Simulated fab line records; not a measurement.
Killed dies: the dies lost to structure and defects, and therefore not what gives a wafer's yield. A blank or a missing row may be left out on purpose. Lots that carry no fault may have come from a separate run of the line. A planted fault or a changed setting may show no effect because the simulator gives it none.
The same fault as seen by 2 desks ; flow sky130 ; what lay behind the numbers comes last; until then each desk has only its own

## FROM THE METROLOGY DESK
What the gauges read, lot by lot, whatever tool the lot ran on: means of the sampled wafers that have a number. If a lot's mean is further than 4 standard deviations from the usual mean, the lot is out of limits and carries the mark OUT (the distance appears in the brackets).
Columns: A = FIELD_ISO_OXIDATION_01_THK at SKY_FIELD_ISO_THK_MEAS_23, usual 10.03 nm; B = SD_P_OVL at SKY_SD_P_OVL_MEAS_08, usual 1.0 nm
lot;first seen here;A;B
L159;day 2 06:13;10.24;1.8
L160;day 2 13:58;10.24;0.6
L161;day 2 22:37;10.08;-0.7
L163;day 3 06:16;9.55;1.9
L168;day 4 07:23;9.90;2.0
L169;day 4 14:14;10.07;2.3
L173;day 5 09:52;10.25;1.1
L176;day 6 00:19;10.06;1.3
L177;day 6 04:15;10.13;2.1
L179;day 6 17:28;9.99;-0.1
L180;day 6 22:40;10.31;1.6
L181;day 7 01:21;10.08;-0.5
L182;day 7 09:37;10.05;2.4
Result from this desk: across the 13 lots, nothing is out of limits.

## FOR THE TOOL OWNER'S DESK: lithoTrack-02
The tool's own readings at SKY_VT_ADJUST_LVTN_DEVELOP_06 (develop time 60 s): means of the sampled wafers that have a number, for each lot that ran on this tool. If a lot's mean is further than 4 standard deviations from the usual mean, the lot is out of limits and carries the mark OUT (the distance appears in the brackets).
Columns: A = developerTempC at SKY_VT_ADJUST_LVTN_DEVELOP_06, usual 22.99 C
lot;first seen here;A
L159;day 6 12:00;22.93
L160;day 7 06:00;22.86
L161;day 7 21:00;22.90
L163;day 8 00:00;22.97
L168;day 9 10:00;24.01 (+8.5) OUT
L169;day 9 12:00;23.95 (+8.0) OUT
L180;day 12 14:00;23.04
This desk finds L168, L169 out of limits, L168 being first, at day 9 10:00 (developerTempC at SKY_VT_ADJUST_LVTN_DEVELOP_06). L159, L160, L161, L163, L180: within limits.

## ALL TOGETHER
The tool owner's desk could have raised an alarm at day 9 10:00, on L168, L169.
Metrology desk: nothing out of limits seen.
The metrology desk holds a record of L168, L169, inside its limits.
Of the lots named, all ran SKY_VT_ADJUST_LVTN_DEVELOP_06 on lithoTrack-02.

## WHAT THE SIMULATOR HAD PUT IN
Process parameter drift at SKY_VT_ADJUST_LVTN_DEVELOP_06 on lithoTrack-02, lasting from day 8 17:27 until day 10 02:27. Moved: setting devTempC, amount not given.
Struck lots among those shown: L168, L169.
Hours from the fault's start to each desk's first reading out of limits: the tool owner's desk, 17.
